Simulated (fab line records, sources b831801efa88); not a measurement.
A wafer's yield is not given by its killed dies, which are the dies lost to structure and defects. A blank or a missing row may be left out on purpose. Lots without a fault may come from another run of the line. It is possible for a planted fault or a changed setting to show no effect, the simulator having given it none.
8D (eight disciplines) problem report, filled in by code || flow sky130 || the parts of the form that need people (team, actions taken, sign-off) are left out

1. THE PROBLEM
Wafers without a fault read 15, standard deviation 4.6; killed at front end at SKY_PAD_OPEN_PROBE_99 reads a mean of 62 on 6 wafers belonging to 2 lots. That is +10 standard deviations from the usual mean.
The first sign was on wafer L395.3 at day 49 00:19, on prober-01. The record has a number at this step for 36 wafers belonging to 12 lots. The rule behind "out" and "out of limits": a value lying over 4 standard deviations away from the usual mean. All remaining wafers that have a number are taken as sound.

2. WHAT THIS IS AND IS NOT
{"question": "which readings at this step", "is": "killed at front end", "is not": "killed_at_M0_to_M3, killed_at_M4_up, killed at contacts, killed short"}
{"question": "which lots", "is": "L395, L397", "is not": "L382, L383, L386, L387, L388, L398, L399, L400, L401, L403"}
{"question": "which wafers of those lots", "is": "all that have a number", "is not": "-"}
{"question": "read on which tools", "is": "prober-01", "is not": "prober-02"}
{"question": "when", "is": "from day 49 00:19", "is not": "up to then (15 sound wafers); but 15 sound wafers of L398, L399, L400, L401, L403 came after"}

3. SUSPECTS, AND WHAT RULES EACH OUT
Counting: a tool at any process step up to the reading remains a suspect when it ran all the lots that are out and ran no sound lot after the first of those.
- plasma asher-01 at SKY_NWELL_STRIP_25 (strips in O2/N2): kept. All lots that are out passed through it, beginning with L395 at day 8 16:16, and no sound lot followed; its final sound lot before that point was L386 at day 6 10:04.
- pvd sputter-01 at SKY_CAP2M_SPUTTER_02 (material TiN, target thk 200 nm, time 166.7 s): ruled out as a lasting fault. The sound lots L398, L403 went through it after L395, its earliest lot that is out (day 43 14:19).
- plasma asher-02 at SKY_CAP2M_STRIP_14 (strips in O2/N2): kept. It ran every lot that is out, first L395 (day 44 12:55), and no sound lot after that.
- prober-01 at SKY_PAD_OPEN_PROBE_99: ruled out as a lasting fault. The sound lots L400, L401, L403 went through it after L395, its earliest lot that is out (day 49 00:19).
Left after counting: plasma asher-01 at SKY_NWELL_STRIP_25, plasma asher-02 at SKY_CAP2M_STRIP_14.

4. THE CAUSE (what the simulator had put in)
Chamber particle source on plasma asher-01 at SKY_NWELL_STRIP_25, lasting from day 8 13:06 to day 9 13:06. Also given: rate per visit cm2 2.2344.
After counting, 2 suspects remain, this tool included.

5. SEQUENCE OF EFFECTS, ordered by route
Rows list readings where the struck wafers' mean (over those with a number) sits beyond 3 standard deviations from the usual. Readings are gone through only where the record gives a usual standard deviation; hours: the median, over the lots, of the time from a lot's start at the first step in this table giving one to that lot's start at this step; sigmas: the change measured in usual standard deviations.
{"hours": 0, "step": "SKY_PAD_OPEN_PROBE_99", "reading": "killed at front end", "usual": 15, "on struck wafers": 62, "change": "+48", "sigmas": "+10"}
{"hours": 0, "step": "SKY_PAD_OPEN_PROBE_99", "reading": "killed dies", "usual": 87, "on struck wafers": 128, "change": "+42", "sigmas": "+4.9"}
The process steps in it:
- SKY_PAD_OPEN_PROBE_99

6. HOW IT WOULD HAVE BEEN CAUGHT EARLIER
First out-of-limits reading in this record: day 49 00:19, which is 971 hours after fault onset at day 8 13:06.
Of the tool readings at SKY_NWELL_STRIP_25 for which the record gives a usual standard deviation, none was out on any struck wafer, so an alarm limit of 4 standard deviations on them would not have fired.
Lots out: 2; all had begun SKY_NWELL_STRIP_25 on plasma asher-01 by day 49 00:19. Holding the tool at that point would not have protected any of them.
